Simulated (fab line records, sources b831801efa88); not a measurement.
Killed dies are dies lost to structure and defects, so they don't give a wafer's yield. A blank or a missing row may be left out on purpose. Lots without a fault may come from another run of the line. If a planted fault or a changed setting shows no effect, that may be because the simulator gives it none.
Which tool was responsible? + flow sky130 + 12 lots with 36 wafers sampled at 3 steps, on a route of 708 steps

## WHAT EACH GAUGE READ, for each wafer
SKY_METAL5_THK_MEAS_06: measures by xrf. Usual: METAL5_ALCU_THK 1114 nm, standard deviation 18.
| lot  | measured     | on            | METAL5_ALCU_THK (nm) | flag |
|------|--------------|---------------|----------------------|------|
| L205 | day 42 11:58 | film metro-04 | 1143 1130 1133       |      |
| L204 | day 42 14:25 | film metro-01 | 1130 1116 1119       |      |
| L206 | day 44 01:00 | film metro-01 | 1103 1109 1109       |      |
| L207 | day 44 05:16 | film metro-04 | 1090 1093 1087       |      |
| L208 | day 46 21:16 | film metro-01 | 1116 1134 1103       |      |
| L210 | day 46 22:26 | film metro-03 | 1090 1116 1097       |      |
| L216 | day 47 02:31 | film metro-03 | 1121 1132 1117       |      |
| L217 | day 47 05:34 | film metro-01 | 1129 1120 1120       |      |
| L219 | day 47 08:27 | film metro-01 | 1135 1115 1143       |      |
| L221 | day 47 06:59 | film metro-04 | 1122 1121 1117       |      |
| L225 | day 47 17:35 | film metro-01 | 1104 1129 1102       |      |
| L226 | day 48 00:33 | film metro-01 | 1114 1113 1101       |      |

## WHAT TOOL EACH LOT RAN ON (gives the tool, then ch and the chambers of the sampled wafers, and finally the start)
| lot  | SKY_METAL3_SPUTTER_02        | SKY_VIA4_CMP_02               |
|------|------------------------------|-------------------------------|
| L205 | pvd sputter-03, day 36 03:10 | cmp-02 ch 1,2,3, day 41 11:55 |
| L204 | pvd sputter-04, day 36 03:41 | cmp-01 ch 0,3, day 41 14:04   |
| L206 | pvd sputter-03, day 37 19:56 | cmp-01 ch 0,2, day 43 00:46   |
| L207 | pvd sputter-04, day 37 20:37 | cmp-01 ch 1,2,3, day 43 04:06 |
| L208 | pvd sputter-02, day 41 02:05 | cmp-02 ch 0,2,3, day 45 23:10 |
| L210 | pvd sputter-04, day 41 03:19 | cmp-01 ch 1,2,3, day 46 00:37 |
| L216 | pvd sputter-04, day 41 07:54 | cmp-01 ch 1,2,3, day 46 04:32 |
| L217 | pvd sputter-04, day 41 10:09 | cmp-01 ch 0,1,3, day 46 07:10 |
| L219 | pvd sputter-03, day 41 11:32 | cmp-02 ch 1,2, day 46 10:08   |
| L221 | pvd sputter-03, day 41 12:28 | cmp-02 ch 1,2,3, day 46 08:58 |
| L225 | pvd sputter-02, day 42 01:58 | cmp-02 ch 2,3, day 46 19:25   |
| L226 | pvd sputter-03, day 42 08:59 | cmp-01 ch 0,1, day 47 03:23   |
- SKY_METAL3_SPUTTER_02: material AlCu, target thk 735 nm, time 39.1 s.
- SKY_VIA4_CMP_02: polishes SiO2.

## WHAT THE TOOLS THEMSELVES READ (means of the sampled wafers that have a number; where no wafer has one, the mark that the record gives instead)
SKY_METAL3_SPUTTER_02. Usual: throttle valve pct at 30.3 %, with a standard deviation of 0.96.
| lot  | tool           | throttle valve pct (%) | flag |
|------|----------------|------------------------|------|
| L205 | pvd sputter-03 | 31.6                   |      |
| L204 | pvd sputter-04 | 29.8                   |      |
| L206 | pvd sputter-03 | 31.0                   |      |
| L207 | pvd sputter-04 | 29.7                   |      |
| L208 | pvd sputter-02 | 30.5                   |      |
| L210 | pvd sputter-04 | 29.8                   |      |
| L216 | pvd sputter-04 | 29.6                   |      |
| L217 | pvd sputter-04 | 29.6                   |      |
| L219 | pvd sputter-03 | 31.0                   |      |
| L221 | pvd sputter-03 | 30.9                   |      |
| L225 | pvd sputter-02 | 29.3                   |      |
| L226 | pvd sputter-03 | 31.1                   |      |

SKY_VIA4_CMP_02. Usual: edge zone pressure frac 1.000, standard deviation 0.0046; motor current A 12.2 A, standard deviation 1.3.
| lot  | tool   | edge zone pressure frac | motor current A (A) | flag |
|------|--------|-------------------------|---------------------|------|
| L205 | cmp-02 | 1.002                   | 11.6                |      |
| L204 | cmp-01 | 1.000                   | 12.4                |      |
| L206 | cmp-01 | 0.999                   | 14.2                |      |
| L207 | cmp-01 | 0.998                   | 12.2                |      |
| L208 | cmp-02 | 1.001                   | 11.9                |      |
| L210 | cmp-01 | 0.999                   | 12.3                |      |
| L216 | cmp-01 | 1.000                   | 12.4                |      |
| L217 | cmp-01 | 0.999                   | 12.0                |      |
| L219 | cmp-02 | 1.003                   | 11.7                |      |
| L221 | cmp-02 | 0.992                   | 11.9                |      |
| L225 | cmp-02 | 0.994                   | 12.1                |      |
| L226 | cmp-01 | 0.999                   | 12.6                |      |

## THE ANSWER, worked out from the rows above alone
Rule: lot off if the mean of its wafers having a number is beyond 3 standard deviations from the usual mean. Also off: a lot with no number at a reading for which 4 or more lots have one. The other lots that the step has rows for count as sound. Order of review: gauges by route order, followed by the tools' own readings, for which a lot's mean as printed above is used. At the first step where some lot is off, the reading lying furthest off is the one used; lots without a number count as furthest.
No lot is off on any of the readings shown, so nothing can be concluded from this.

## WHAT THE SIMULATOR HAD PUT IN
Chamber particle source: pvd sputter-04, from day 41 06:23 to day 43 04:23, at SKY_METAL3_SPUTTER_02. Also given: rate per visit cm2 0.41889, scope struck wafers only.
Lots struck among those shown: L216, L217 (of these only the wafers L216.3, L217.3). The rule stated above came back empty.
